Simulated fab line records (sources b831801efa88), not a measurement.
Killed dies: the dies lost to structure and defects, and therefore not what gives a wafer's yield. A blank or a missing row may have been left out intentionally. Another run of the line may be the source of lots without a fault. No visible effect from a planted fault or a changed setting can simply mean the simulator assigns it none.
fab line records / flow gf180mcu
record lots=13 wafers=37 last-day=34
route steps=602 shown M3@415 V4@478
lots that met no fault: taken from a fault-free run of the same line
start-h: hours from the record's first day to the start of the lot's first wafer shown / wait-h: hours elapsed since this lot's preceding step / " unchanged from the row above / L1.1+2: several wafers, shown together as one row / - no value present, or no start provided / * or withheld: withheld / < > ~ a bound
route shown NAME@n: NAME is a module with steps in the file, n the number in the route of the first one / usual: mean/standard deviation taken from wafers without a fault / same: alike in all rows / chamber/n: place in a boat / sites: readings site by site / _std_site: how widely they spread, as a standard deviation / _edge_site: the outer-site mean with the inner-site mean subtracted / radius-mm: how far each site lies from the wafer's centre / mask NAME#n: copy n / behind: tool/chamber where the wafer was last shaped / hold: why the lot went on hold/how many hours it stayed there/how the hold came to an end / device: the transistor (n, p or np) that didn't switch / end of line: at the end of the route, the tests of the same wafers / step lacking rows: just its recipe / killed: at the first sort, the dies lost to defects and structure; wafer yield is something else / map: the dies of a wafer, with x for killed, . for not killed, _ for no die there
set.NAME: the setting the step ran with; set.NAME@STEP: the setting that earlier step ran with / model.NAME: the simulator's own value behind a step, which no gauge read
route steps across a sampled set of lots; one table per step, one row per wafer
services: from which hour (start-h, from the record's first day; less than 0 if before it) a tool's chamber was out of use, for how many hours, and why
## steps
# step GF_M3_THK_MEAS_06
# recipe thk-meas-gauge=xrf reads=AlCu_of_M3_SPUTTER_02
# usual M3_ALCU_THK=463/4.4
lot.wafer=L672.1 tool=film-metro-02 chamber=- start-h=461.35 wait-h=0.1 M3_ALCU_THK[nm]=463
lot.wafer=L672.5 tool=film-metro-02 chamber=- start-h=461.35 wait-h=0.1 M3_ALCU_THK[nm]=460
lot.wafer=L672.6 tool=film-metro-02 chamber=- start-h=461.35 wait-h=0.1 M3_ALCU_THK[nm]=462
lot.wafer=L673.4 tool=film-metro-02 chamber=- start-h=472.65 wait-h=0.1 M3_ALCU_THK[nm]=461
lot.wafer=L673.5 tool=film-metro-02 chamber=- start-h=472.65 wait-h=0.1 M3_ALCU_THK[nm]=460
lot.wafer=L673.6 tool=film-metro-02 chamber=- start-h=472.65 wait-h=0.1 M3_ALCU_THK[nm]=459
lot.wafer=L675.1 tool=film-metro-02 chamber=- start-h=496.76 wait-h=0.1 M3_ALCU_THK[nm]=462
lot.wafer=L675.3 tool=film-metro-02 chamber=- start-h=496.76 wait-h=0.1 M3_ALCU_THK[nm]=461
lot.wafer=L675.5 tool=film-metro-02 chamber=- start-h=496.76 wait-h=0.1 M3_ALCU_THK[nm]=460
lot.wafer=L676.3 tool=film-metro-03 chamber=- start-h=505.15 wait-h=0.1 M3_ALCU_THK[nm]=466
lot.wafer=L676.5 tool=film-metro-03 chamber=- start-h=505.15 wait-h=0.1 M3_ALCU_THK[nm]=467
lot.wafer=L676.6 tool=film-metro-03 chamber=- start-h=505.15 wait-h=0.1 M3_ALCU_THK[nm]=461
lot.wafer=L681.2 tool=film-metro-03 chamber=- start-h=544.91 wait-h=0.1 M3_ALCU_THK[nm]=467
lot.wafer=L681.3 tool=film-metro-03 chamber=- start-h=544.91 wait-h=0.1 M3_ALCU_THK[nm]=471
lot.wafer=L681.6 tool=film-metro-03 chamber=- start-h=544.91 wait-h=0.1 M3_ALCU_THK[nm]=467
lot.wafer=L686.2 tool=film-metro-03 chamber=- start-h=586.29 wait-h=0.1 M3_ALCU_THK[nm]=464
lot.wafer=L688.2 tool=film-metro-02 chamber=- start-h=601.45 wait-h=0.1 M3_ALCU_THK[nm]=459
lot.wafer=L688.4 tool=film-metro-02 chamber=- start-h=601.45 wait-h=0.1 M3_ALCU_THK[nm]=452
lot.wafer=L688.5 tool=film-metro-02 chamber=- start-h=601.45 wait-h=0.1 M3_ALCU_THK[nm]=459
lot.wafer=L689.3 tool=film-metro-03 chamber=- start-h=609.76 wait-h=0.1 M3_ALCU_THK[nm]=463
lot.wafer=L689.4 tool=film-metro-03 chamber=- start-h=609.76 wait-h=0.1 M3_ALCU_THK[nm]=462
lot.wafer=L689.6 tool=film-metro-03 chamber=- start-h=609.76 wait-h=0.1 M3_ALCU_THK[nm]=461
lot.wafer=L691.2 tool=film-metro-03 chamber=- start-h=621.55 wait-h=0.1 M3_ALCU_THK[nm]=458
lot.wafer=L691.4 tool=film-metro-03 chamber=- start-h=621.55 wait-h=0.1 M3_ALCU_THK[nm]=462
lot.wafer=L691.5 tool=film-metro-03 chamber=- start-h=621.55 wait-h=0.1 M3_ALCU_THK[nm]=465
lot.wafer=L690.2 tool=film-metro-03 chamber=- start-h=622.02 wait-h=0.1 M3_ALCU_THK[nm]=465
lot.wafer=L690.4 tool=film-metro-03 chamber=- start-h=622.02 wait-h=0.1 M3_ALCU_THK[nm]=457
lot.wafer=L690.6 tool=film-metro-03 chamber=- start-h=622.02 wait-h=0.1 M3_ALCU_THK[nm]=463
lot.wafer=L692.2 tool=film-metro-03 chamber=- start-h=628.55 wait-h=0.1 M3_ALCU_THK[nm]=465
lot.wafer=L692.5 tool=film-metro-03 chamber=- start-h=628.55 wait-h=0.1 M3_ALCU_THK[nm]=460
lot.wafer=L692.6 tool=film-metro-03 chamber=- start-h=628.55 wait-h=0.1 M3_ALCU_THK[nm]=455
lot.wafer=L694.3 tool=film-metro-01 chamber=- start-h=640.97 wait-h=0.1 M3_ALCU_THK[nm]=463
lot.wafer=L694.4 tool=film-metro-01 chamber=- start-h=640.97 wait-h=0.1 M3_ALCU_THK[nm]=463
lot.wafer=L694.6 tool=film-metro-01 chamber=- start-h=640.97 wait-h=0.1 M3_ALCU_THK[nm]=465
lot.wafer=L695.1 tool=film-metro-03 chamber=- start-h=649.06 wait-h=0.1 M3_ALCU_THK[nm]=460
lot.wafer=L695.5 tool=film-metro-03 chamber=- start-h=649.06 wait-h=0.1 M3_ALCU_THK[nm]=466
lot.wafer=L695.6 tool=film-metro-03 chamber=- start-h=649.06 wait-h=0.1 M3_ALCU_THK[nm]=464
# step GF_M3_CD_MEAS_14
# recipe target-cd-nm=280
# usual cd-nm=279.8/1.5
lot.wafer=L672.1 tool=cd-sem-01 chamber=- start-h=485.20 wait-h=0.1 cd-nm=277.5
lot.wafer=L672.5 tool=cd-sem-01 chamber=- start-h=485.20 wait-h=0.1 cd-nm=277.5
lot.wafer=L672.6 tool=cd-sem-01 chamber=- start-h=485.20 wait-h=0.1 cd-nm=277.0
lot.wafer=L673.4 tool=cd-sem-01 chamber=- start-h=497.16 wait-h=0.1 cd-nm=282.3
lot.wafer=L673.5 tool=cd-sem-01 chamber=- start-h=497.16 wait-h=0.1 cd-nm=282.7
lot.wafer=L673.6 tool=cd-sem-01 chamber=- start-h=497.16 wait-h=0.1 cd-nm=281.2
lot.wafer=L675.1 tool=cd-sem-01 chamber=- start-h=520.43 wait-h=0.1 cd-nm=281.3
lot.wafer=L675.3 tool=cd-sem-01 chamber=- start-h=520.43 wait-h=0.1 cd-nm=280.9
lot.wafer=L675.5 tool=cd-sem-01 chamber=- start-h=520.43 wait-h=0.1 cd-nm=282.3
lot.wafer=L676.3 tool=cd-sem-02 chamber=- start-h=528.09 wait-h=0.1 cd-nm=281.2
lot.wafer=L676.5 tool=cd-sem-02 chamber=- start-h=528.09 wait-h=0.1 cd-nm=281.8
lot.wafer=L676.6 tool=cd-sem-02 chamber=- start-h=528.09 wait-h=0.1 cd-nm=281.9
lot.wafer=L681.2 tool=cd-sem-02 chamber=- start-h=566.87 wait-h=0.1 cd-nm=278.6
lot.wafer=L681.3 tool=cd-sem-02 chamber=- start-h=566.87 wait-h=0.1 cd-nm=279.6
lot.wafer=L681.6 tool=cd-sem-02 chamber=- start-h=566.87 wait-h=0.1 cd-nm=278.6
lot.wafer=L686.2 tool=cd-sem-02 chamber=- start-h=607.27 wait-h=0.1 cd-nm=280.4
lot.wafer=L688.2 tool=cd-sem-01 chamber=- start-h=621.97 wait-h=0.1 cd-nm=279.3
lot.wafer=L688.4 tool=cd-sem-01 chamber=- start-h=621.97 wait-h=0.1 cd-nm=277.5
lot.wafer=L688.5 tool=cd-sem-01 chamber=- start-h=621.97 wait-h=0.1 cd-nm=277.9
lot.wafer=L689.3 tool=cd-sem-02 chamber=- start-h=629.89 wait-h=0.1 cd-nm=281.4
lot.wafer=L689.4 tool=cd-sem-02 chamber=- start-h=629.89 wait-h=0.1 cd-nm=281.8
lot.wafer=L689.6 tool=cd-sem-02 chamber=- start-h=629.89 wait-h=0.1 cd-nm=280.5
lot.wafer=L691.2 tool=cd-sem-02 chamber=- start-h=641.56 wait-h=0.2 cd-nm=280.0
lot.wafer=L691.4 tool=cd-sem-02 chamber=- start-h=641.56 wait-h=0.2 cd-nm=280.3
lot.wafer=L691.5 tool=cd-sem-02 chamber=- start-h=641.56 wait-h=0.2 cd-nm=280.0
lot.wafer=L690.2 tool=cd-sem-01 chamber=- start-h=642.22 wait-h=0.1 cd-nm=279.6
lot.wafer=L690.4 tool=cd-sem-01 chamber=- start-h=642.22 wait-h=0.1 cd-nm=279.8
lot.wafer=L690.6 tool=cd-sem-01 chamber=- start-h=642.22 wait-h=0.1 cd-nm=280.7
lot.wafer=L692.2 tool=cd-sem-02 chamber=- start-h=648.15 wait-h=0.1 cd-nm=277.6
lot.wafer=L692.5 tool=cd-sem-02 chamber=- start-h=648.15 wait-h=0.1 cd-nm=278.0
lot.wafer=L692.6 tool=cd-sem-02 chamber=- start-h=648.15 wait-h=0.1 cd-nm=278.2
lot.wafer=L694.3 tool=cd-sem-02 chamber=- start-h=660.49 wait-h=0.1 cd-nm=278.9
lot.wafer=L694.4 tool=cd-sem-02 chamber=- start-h=660.49 wait-h=0.1 cd-nm=279.5
lot.wafer=L694.6 tool=cd-sem-02 chamber=- start-h=660.49 wait-h=0.1 cd-nm=280.0
lot.wafer=L695.1 tool=cd-sem-01 chamber=- start-h=668.05 wait-h=0.1 cd-nm=279.1
lot.wafer=L695.5 tool=cd-sem-01 chamber=- start-h=668.05 wait-h=0.1 cd-nm=278.9
lot.wafer=L695.6 tool=cd-sem-01 chamber=- start-h=668.05 wait-h=0.1 cd-nm=278.8
# step GF_V4_CVD_02
# recipe material=SiO2 target-thk-nm=850 precursor=TEOS temp-c=400 time-s=94.851 rf-w=600
# usual heater-power-w=672/83
lot.wafer=L672.1 tool=pecvd-04 chamber=2 start-h=536.24 wait-h=0.1 heater-power-w=659
lot.wafer=L672.5 tool=pecvd-04 chamber=2 start-h=536.24 wait-h=0.1 heater-power-w=681
lot.wafer=L672.6 tool=pecvd-04 chamber=1 start-h=536.24 wait-h=0.1 heater-power-w=780
lot.wafer=L673.4 tool=pecvd-02 chamber=0 start-h=547.23 wait-h=0.1 heater-power-w=526
lot.wafer=L673.5 tool=pecvd-02 chamber=2 start-h=547.23 wait-h=0.1 heater-power-w=729
lot.wafer=L673.6 tool=pecvd-02 chamber=1 start-h=547.23 wait-h=0.1 heater-power-w=793
lot.wafer=L675.1 tool=pecvd-02 chamber=0 start-h=569.93 wait-h=0.1 heater-power-w=618
lot.wafer=L675.3 tool=pecvd-02 chamber=1 start-h=569.93 wait-h=0.1 heater-power-w=732
lot.wafer=L675.5 tool=pecvd-02 chamber=2 start-h=569.93 wait-h=0.1 heater-power-w=729
lot.wafer=L676.3 tool=pecvd-02 chamber=2 start-h=576.81 wait-h=0.0 heater-power-w=709
lot.wafer=L676.5 tool=pecvd-02 chamber=1 start-h=576.81 wait-h=0.0 heater-power-w=750
lot.wafer=L676.6 tool=pecvd-02 chamber=0 start-h=576.81 wait-h=0.0 heater-power-w=601
lot.wafer=L681.2 tool=pecvd-01 chamber=2 start-h=613.21 wait-h=0.0 heater-power-w=745
lot.wafer=L681.3 tool=pecvd-01 chamber=1 start-h=613.21 wait-h=0.0 heater-power-w=673
lot.wafer=L681.6 tool=pecvd-01 chamber=1 start-h=613.21 wait-h=0.0 heater-power-w=546
lot.wafer=L686.2 tool=pecvd-01 chamber=1 start-h=651.46 wait-h=0.0 heater-power-w=693
lot.wafer=L688.2 tool=pecvd-04 chamber=2 start-h=666.44 wait-h=0.0 heater-power-w=644
lot.wafer=L688.4 tool=pecvd-04 chamber=0 start-h=666.44 wait-h=0.0 heater-power-w=810
lot.wafer=L688.5 tool=pecvd-04 chamber=1 start-h=666.44 wait-h=0.0 heater-power-w=724
lot.wafer=L689.3 tool=pecvd-04 chamber=0 start-h=673.65 wait-h=0.0 heater-power-w=800
lot.wafer=L689.4 tool=pecvd-04 chamber=0 start-h=673.65 wait-h=0.0 heater-power-w=673
lot.wafer=L689.6 tool=pecvd-04 chamber=1 start-h=673.65 wait-h=0.0 heater-power-w=623
lot.wafer=L691.2 tool=pecvd-04 chamber=0 start-h=685.00 wait-h=0.0 heater-power-w=754
lot.wafer=L691.4 tool=pecvd-04 chamber=1 start-h=685.00 wait-h=0.0 heater-power-w=688
lot.wafer=L691.5 tool=pecvd-04 chamber=2 start-h=685.00 wait-h=0.0 heater-power-w=654
lot.wafer=L690.2 tool=pecvd-02 chamber=1 start-h=686.25 wait-h=0.0 heater-power-w=756
lot.wafer=L690.4 tool=pecvd-02 chamber=1 start-h=686.25 wait-h=0.0 heater-power-w=771
lot.wafer=L690.6 tool=pecvd-02 chamber=2 start-h=686.25 wait-h=0.0 heater-power-w=715
lot.wafer=L692.2 tool=pecvd-02 chamber=0 start-h=689.81 wait-h=0.0 heater-power-w=576
lot.wafer=L692.5 tool=pecvd-02 chamber=0 start-h=689.81 wait-h=0.0 heater-power-w=609
lot.wafer=L692.6 tool=pecvd-02 chamber=1 start-h=689.81 wait-h=0.0 heater-power-w=753
lot.wafer=L694.3 tool=pecvd-02 chamber=2 start-h=703.30 wait-h=0.0 heater-power-w=691
lot.wafer=L694.4 tool=pecvd-02 chamber=0 start-h=703.30 wait-h=0.0 heater-power-w=631
lot.wafer=L694.6 tool=pecvd-02 chamber=1 start-h=703.30 wait-h=0.0 heater-power-w=769
lot.wafer=L695.1 tool=pecvd-02 chamber=2 start-h=710.72 wait-h=0.1 heater-power-w=675
lot.wafer=L695.5 tool=pecvd-02 chamber=0 start-h=710.72 wait-h=0.1 heater-power-w=528
lot.wafer=L695.6 tool=pecvd-02 chamber=1 start-h=710.72 wait-h=0.1 heater-power-w=726
# step GF_V4_THK_MEAS_03
# recipe reads=SiO2_of_V4_CVD_02
# usual V4_CVD_02_THK=852/11
lot.wafer=L672.1 tool=film-metro-02 chamber=- start-h=536.31 wait-h=0.0 V4_CVD_02_THK[nm]=854
lot.wafer=L672.5 tool=film-metro-02 chamber=- start-h=536.31 wait-h=0.0 V4_CVD_02_THK[nm]=862
lot.wafer=L672.6 tool=film-metro-02 chamber=- start-h=536.31 wait-h=0.0 V4_CVD_02_THK[nm]=857
lot.wafer=L673.4 tool=film-metro-02 chamber=- start-h=547.29 wait-h=0.0 V4_CVD_02_THK[nm]=869
lot.wafer=L673.5 tool=film-metro-02 chamber=- start-h=547.29 wait-h=0.0 V4_CVD_02_THK[nm]=856
lot.wafer=L673.6 tool=film-metro-02 chamber=- start-h=547.29 wait-h=0.0 V4_CVD_02_THK[nm]=865
lot.wafer=L675.1 tool=film-metro-01 chamber=- start-h=570.00 wait-h=0.0 V4_CVD_02_THK[nm]=850
lot.wafer=L675.3 tool=film-metro-01 chamber=- start-h=570.00 wait-h=0.0 V4_CVD_02_THK[nm]=841
lot.wafer=L675.5 tool=film-metro-01 chamber=- start-h=570.00 wait-h=0.0 V4_CVD_02_THK[nm]=855
lot.wafer=L676.3 tool=film-metro-04 chamber=- start-h=576.90 wait-h=0.1 V4_CVD_02_THK[nm]=841
lot.wafer=L676.5 tool=film-metro-04 chamber=- start-h=576.90 wait-h=0.1 V4_CVD_02_THK[nm]=866
lot.wafer=L676.6 tool=film-metro-04 chamber=- start-h=576.90 wait-h=0.1 V4_CVD_02_THK[nm]=853
lot.wafer=L681.2 tool=film-metro-04 chamber=- start-h=613.29 wait-h=0.0 V4_CVD_02_THK[nm]=850
lot.wafer=L681.3 tool=film-metro-04 chamber=- start-h=613.29 wait-h=0.0 V4_CVD_02_THK[nm]=846
lot.wafer=L681.6 tool=film-metro-04 chamber=- start-h=613.29 wait-h=0.0 V4_CVD_02_THK[nm]=860
lot.wafer=L686.2 tool=film-metro-01 chamber=- start-h=651.54 wait-h=0.0 V4_CVD_02_THK[nm]=751
lot.wafer=L688.2 tool=film-metro-01 chamber=- start-h=666.51 wait-h=0.0 V4_CVD_02_THK[nm]=863
lot.wafer=L688.4 tool=film-metro-01 chamber=- start-h=666.51 wait-h=0.0 V4_CVD_02_THK[nm]=873
lot.wafer=L688.5 tool=film-metro-01 chamber=- start-h=666.51 wait-h=0.0 V4_CVD_02_THK[nm]=858
lot.wafer=L689.3 tool=film-metro-04 chamber=- start-h=673.74 wait-h=0.1 V4_CVD_02_THK[nm]=849
lot.wafer=L689.4 tool=film-metro-04 chamber=- start-h=673.74 wait-h=0.1 V4_CVD_02_THK[nm]=857
lot.wafer=L689.6 tool=film-metro-04 chamber=- start-h=673.74 wait-h=0.1 V4_CVD_02_THK[nm]=849
lot.wafer=L691.2 tool=film-metro-04 chamber=- start-h=685.08 wait-h=0.0 V4_CVD_02_THK[nm]=848
lot.wafer=L691.4 tool=film-metro-04 chamber=- start-h=685.08 wait-h=0.0 V4_CVD_02_THK[nm]=862
lot.wafer=L691.5 tool=film-metro-04 chamber=- start-h=685.08 wait-h=0.0 V4_CVD_02_THK[nm]=874
lot.wafer=L690.2 tool=film-metro-02 chamber=- start-h=686.33 wait-h=0.0 V4_CVD_02_THK[nm]=859
lot.wafer=L690.4 tool=film-metro-02 chamber=- start-h=686.33 wait-h=0.0 V4_CVD_02_THK[nm]=853
lot.wafer=L690.6 tool=film-metro-02 chamber=- start-h=686.33 wait-h=0.0 V4_CVD_02_THK[nm]=854
lot.wafer=L692.2 tool=film-metro-02 chamber=- start-h=689.89 wait-h=0.0 V4_CVD_02_THK[nm]=842
lot.wafer=L692.5 tool=film-metro-02 chamber=- start-h=689.89 wait-h=0.0 V4_CVD_02_THK[nm]=855
lot.wafer=L692.6 tool=film-metro-02 chamber=- start-h=689.89 wait-h=0.0 V4_CVD_02_THK[nm]=855
lot.wafer=L694.3 tool=film-metro-02 chamber=- start-h=703.39 wait-h=0.1 V4_CVD_02_THK[nm]=858
lot.wafer=L694.4 tool=film-metro-02 chamber=- start-h=703.39 wait-h=0.1 V4_CVD_02_THK[nm]=879
lot.wafer=L694.6 tool=film-metro-02 chamber=- start-h=703.39 wait-h=0.1 V4_CVD_02_THK[nm]=881
lot.wafer=L695.1 tool=film-metro-04 chamber=- start-h=710.79 wait-h=0.0 V4_CVD_02_THK[nm]=836
lot.wafer=L695.5 tool=film-metro-04 chamber=- start-h=710.79 wait-h=0.0 V4_CVD_02_THK[nm]=846
lot.wafer=L695.6 tool=film-metro-04 chamber=- start-h=710.79 wait-h=0.0 V4_CVD_02_THK[nm]=849
# step GF_V4_OVL_MEAS_15
# usual V4_OVL=-1/5.5
lot.wafer=L672.1 tool=overlay-02 chamber=- start-h=559.04 wait-h=0.1 V4_OVL[nm]=-8
lot.wafer=L672.5 tool=overlay-02 chamber=- start-h=559.04 wait-h=0.1 V4_OVL[nm]=-1
lot.wafer=L672.6 tool=overlay-02 chamber=- start-h=559.04 wait-h=0.1 V4_OVL[nm]=-3
lot.wafer=L673.4 tool=overlay-01 chamber=- start-h=570.04 wait-h=0.1 V4_OVL[nm]=-1
lot.wafer=L673.5 tool=overlay-01 chamber=- start-h=570.04 wait-h=0.1 V4_OVL[nm]=-6
lot.wafer=L673.6 tool=overlay-01 chamber=- start-h=570.04 wait-h=0.1 V4_OVL[nm]=-4
lot.wafer=L675.1 tool=overlay-02 chamber=- start-h=591.96 wait-h=0.1 V4_OVL[nm]=0
lot.wafer=L675.3 tool=overlay-02 chamber=- start-h=591.96 wait-h=0.1 V4_OVL[nm]=3
lot.wafer=L675.5 tool=overlay-02 chamber=- start-h=591.96 wait-h=0.1 V4_OVL[nm]=1
lot.wafer=L676.3 tool=overlay-01 chamber=- start-h=598.88 wait-h=0.1 V4_OVL[nm]=2
lot.wafer=L676.5 tool=overlay-01 chamber=- start-h=598.88 wait-h=0.1 V4_OVL[nm]=-6
lot.wafer=L676.6 tool=overlay-01 chamber=- start-h=598.88 wait-h=0.1 V4_OVL[nm]=-8
lot.wafer=L681.2 tool=overlay-02 chamber=- start-h=634.23 wait-h=0.1 V4_OVL[nm]=-4
lot.wafer=L681.3 tool=overlay-02 chamber=- start-h=634.23 wait-h=0.1 V4_OVL[nm]=0
lot.wafer=L681.6 tool=overlay-02 chamber=- start-h=634.23 wait-h=0.1 V4_OVL[nm]=-3
lot.wafer=L686.2 tool=overlay-01 chamber=- start-h=670.88 wait-h=0.1 V4_OVL[nm]=-1
lot.wafer=L688.2 tool=overlay-02 chamber=- start-h=685.97 wait-h=0.1 V4_OVL[nm]=-1
lot.wafer=L688.4 tool=overlay-02 chamber=- start-h=685.97 wait-h=0.1 V4_OVL[nm]=2
lot.wafer=L688.5 tool=overlay-02 chamber=- start-h=685.97 wait-h=0.1 V4_OVL[nm]=-1
lot.wafer=L689.3 tool=overlay-02 chamber=- start-h=692.66 wait-h=0.1 V4_OVL[nm]=-7
lot.wafer=L689.4 tool=overlay-02 chamber=- start-h=692.66 wait-h=0.1 V4_OVL[nm]=-10
lot.wafer=L689.6 tool=overlay-02 chamber=- start-h=692.66 wait-h=0.1 V4_OVL[nm]=-4
lot.wafer=L691.2 tool=overlay-02 chamber=- start-h=704.22 wait-h=0.1 V4_OVL[nm]=1
lot.wafer=L691.4 tool=overlay-02 chamber=- start-h=704.22 wait-h=0.1 V4_OVL[nm]=2
lot.wafer=L691.5 tool=overlay-02 chamber=- start-h=704.22 wait-h=0.1 V4_OVL[nm]=3
lot.wafer=L690.2 tool=overlay-02 chamber=- start-h=705.77 wait-h=0.1 V4_OVL[nm]=-7
lot.wafer=L690.4 tool=overlay-02 chamber=- start-h=705.77 wait-h=0.1 V4_OVL[nm]=-11
lot.wafer=L690.6 tool=overlay-02 chamber=- start-h=705.77 wait-h=0.1 V4_OVL[nm]=-10
lot.wafer=L692.2 tool=overlay-01 chamber=- start-h=709.07 wait-h=0.1 V4_OVL[nm]=-4
lot.wafer=L692.5 tool=overlay-01 chamber=- start-h=709.07 wait-h=0.1 V4_OVL[nm]=-3
lot.wafer=L692.6 tool=overlay-01 chamber=- start-h=709.07 wait-h=0.1 V4_OVL[nm]=-5
lot.wafer=L694.3 tool=overlay-01 chamber=- start-h=721.91 wait-h=0.1 V4_OVL[nm]=4
lot.wafer=L694.4 tool=overlay-01 chamber=- start-h=721.91 wait-h=0.1 V4_OVL[nm]=4
lot.wafer=L694.6 tool=overlay-01 chamber=- start-h=721.91 wait-h=0.1 V4_OVL[nm]=0
lot.wafer=L695.1 tool=overlay-01 chamber=- start-h=728.71 wait-h=0.1 V4_OVL[nm]=-1
lot.wafer=L695.5 tool=overlay-01 chamber=- start-h=728.71 wait-h=0.1 V4_OVL[nm]=-3
lot.wafer=L695.6 tool=overlay-01 chamber=- start-h=728.71 wait-h=0.1 V4_OVL[nm]=0
# step GF_V4_ETCH_17
# recipe chemistry=C4F8/O2/Ar mask-material=KrF target=SiO2 stop-on=TiN source-w=1500 bias-w=1200 pressure-mtorr=40 c4f8-flow-sccm=withheld O2_flow_sccm=6 Ar_flow_sccm=300 time-s=withheld target-depth-a=6300
# usual oes-product-au=0.856/0.0044
lot.wafer=L672.1 tool=rie-diel-01 chamber=0 start-h=- wait-h=- oes-product-au=0.861
lot.wafer=L672.5 tool=rie-diel-01 chamber=2 start-h=- wait-h=- oes-product-au=0.853
lot.wafer=L672.6 tool=rie-diel-01 chamber=3 start-h=- wait-h=- oes-product-au=0.856
lot.wafer=L673.4 tool=rie-diel-01 chamber=3 start-h=- wait-h=- oes-product-au=0.855
lot.wafer=L673.5 tool=rie-diel-01 chamber=0 start-h=- wait-h=- oes-product-au=0.860
lot.wafer=L673.6 tool=rie-diel-01 chamber=3 start-h=- wait-h=- oes-product-au=0.866
lot.wafer=L675.1 tool=rie-diel-01 chamber=1 start-h=- wait-h=- oes-product-au=0.855
lot.wafer=L675.3 tool=rie-diel-01 chamber=3 start-h=- wait-h=- oes-product-au=0.848
lot.wafer=L675.5 tool=rie-diel-01 chamber=1 start-h=- wait-h=- oes-product-au=0.857
lot.wafer=L676.3 tool=rie-diel-02 chamber=0 start-h=- wait-h=- oes-product-au=0.855
lot.wafer=L676.5 tool=rie-diel-02 chamber=0 start-h=- wait-h=- oes-product-au=0.859
lot.wafer=L676.6 tool=rie-diel-02 chamber=1 start-h=- wait-h=- oes-product-au=0.847
lot.wafer=L681.2 tool=rie-diel-01 chamber=0 start-h=- wait-h=- oes-product-au=0.854
lot.wafer=L681.3 tool=rie-diel-01 chamber=3 start-h=- wait-h=- oes-product-au=0.855
lot.wafer=L681.6 tool=rie-diel-01 chamber=0 start-h=- wait-h=- oes-product-au=0.859
lot.wafer=L686.2 tool=rie-diel-01 chamber=2 start-h=- wait-h=- oes-product-au=0.789
lot.wafer=L688.2 tool=rie-diel-02 chamber=1 start-h=- wait-h=- oes-product-au=0.857
lot.wafer=L688.4 tool=rie-diel-02 chamber=0 start-h=- wait-h=- oes-product-au=0.854
lot.wafer=L688.5 tool=rie-diel-02 chamber=2 start-h=- wait-h=- oes-product-au=0.860
lot.wafer=L689.3 tool=rie-diel-02 chamber=0 start-h=- wait-h=- oes-product-au=0.858
lot.wafer=L689.4 tool=rie-diel-02 chamber=3 start-h=- wait-h=- oes-product-au=0.851
lot.wafer=L689.6 tool=rie-diel-02 chamber=3 start-h=- wait-h=- oes-product-au=0.855
lot.wafer=L691.2 tool=rie-diel-01 chamber=2 start-h=- wait-h=- oes-product-au=0.852
lot.wafer=L691.4 tool=rie-diel-01 chamber=0 start-h=- wait-h=- oes-product-au=0.854
lot.wafer=L691.5 tool=rie-diel-01 chamber=2 start-h=- wait-h=- oes-product-au=0.853
lot.wafer=L690.2 tool=rie-diel-02 chamber=1 start-h=- wait-h=- oes-product-au=0.851
lot.wafer=L690.4 tool=rie-diel-02 chamber=2 start-h=- wait-h=- oes-product-au=0.858
lot.wafer=L690.6 tool=rie-diel-02 chamber=0 start-h=- wait-h=- oes-product-au=0.849
lot.wafer=L692.2 tool=rie-diel-04 chamber=3 start-h=- wait-h=- oes-product-au=0.857
lot.wafer=L692.5 tool=rie-diel-04 chamber=2 start-h=- wait-h=- oes-product-au=0.858
lot.wafer=L692.6 tool=rie-diel-04 chamber=1 start-h=- wait-h=- oes-product-au=0.854
lot.wafer=L694.3 tool=rie-diel-04 chamber=0 start-h=- wait-h=- oes-product-au=0.856
lot.wafer=L694.4 tool=rie-diel-04 chamber=2 start-h=- wait-h=- oes-product-au=0.850
lot.wafer=L694.6 tool=rie-diel-04 chamber=0 start-h=- wait-h=- oes-product-au=0.853
lot.wafer=L695.1 tool=rie-diel-02 chamber=3 start-h=- wait-h=- oes-product-au=0.857
lot.wafer=L695.5 tool=rie-diel-02 chamber=3 start-h=- wait-h=- oes-product-au=0.856
lot.wafer=L695.6 tool=rie-diel-02 chamber=0 start-h=- wait-h=- oes-product-au=0.855
## services
tool=pecvd-01 chamber=2 start-h=517.54 hours=17.4 kind=repair
tool=rie-diel-01 chamber=1 start-h=537.24 hours=- kind=clean
tool=rie-diel-01 chamber=1 start-h=537.24 hours=29.0 kind=scheduled-down
tool=rie-diel-01 chamber=1 start-h=537.24 hours=29.0 kind=vent-cycle
tool=pecvd-04 chamber=- start-h=578.58 hours=5.3 kind=repair
tool=pecvd-04 chamber=- start-h=591.12 hours=14.0 kind=pm
tool=pecvd-04 chamber=0 start-h=591.12 hours=14.0 kind=vent-cycle
tool=pecvd-02 chamber=- start-h=591.88 hours=5.5 kind=pm
tool=rie-diel-02 chamber=- start-h=610.40 hours=14.6 kind=pm
tool=pecvd-02 chamber=1 start-h=620.74 hours=6.8 kind=repair
tool=pecvd-02 chamber=1 start-h=639.58 hours=7.5 kind=repair
tool=rie-diel-01 chamber=1 start-h=641.60 hours=5.7 kind=repair
tool=pecvd-04 chamber=- start-h=642.89 hours=1.8 kind=repair
tool=pecvd-01 chamber=1 start-h=661.60 hours=18.3 kind=repair
tool=pecvd-01 chamber=0 start-h=678.59 hours=10.6 kind=repair
tool=rie-diel-02 chamber=- start-h=688.53 hours=0.3 kind=repair
tool=pecvd-04 chamber=- start-h=697.25 hours=2.8 kind=pm
tool=pecvd-04 chamber=- start-h=701.48 hours=1.2 kind=repair
tool=rie-diel-01 chamber=1 start-h=702.41 hours=5.4 kind=repair
tool=rie-diel-02 chamber=1 start-h=722.75 hours=- kind=clean
tool=rie-diel-02 chamber=1 start-h=722.75 hours=17.8 kind=scheduled-down
tool=rie-diel-02 chamber=1 start-h=722.75 hours=17.8 kind=vent-cycle
tool=pecvd-01 chamber=0 start-h=722.92 hours=2.2 kind=repair
tool=pecvd-02 chamber=- start-h=725.94 hours=2.8 kind=pm
## key
first-sign step=GF_V4_THK_MEAS_03 reading=V4_CVD_02_THK direction=down sigmas=8.9 usual=852 struck=751
effect step=GF_V4_ETCH_17 reading=oes-product-au direction=down sigmas=15 usual=0.856 struck=0.789
met-at GF_V4_CVD_02
struck-lots L686
struck-wafers L686.2
tester-left-out L686
not-acting-at GF_M3_THK_MEAS_06,GF_M3_CD_MEAS_14,GF_V4_OVL_MEAS_15
onset-between 613.21 651.46
earlier-fault kind=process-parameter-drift tool=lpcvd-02 chamber=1 onset-h=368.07 steps=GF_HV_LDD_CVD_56 channel=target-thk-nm offset=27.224 shape=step end-h=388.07 acts-in=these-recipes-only stated=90
fault kind=site-profile-drift tool=pecvd-01 chamber=1 onset-h=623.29 steps=GF_V4_CVD_02 basis=fraction max-abs-drift=0.25053 slope-share-per-hr=55.674 site-pattern=0,0,0,0,0,-1,-1,-1,-1
# tester-left-out: of these lots the tester's yield and bins aren't shown, on N5 and GAA mostly nor the transistor test; their killed dies are dies lost to structure and defects alone, not to doping, threshold or leakage, so they don't give the yield
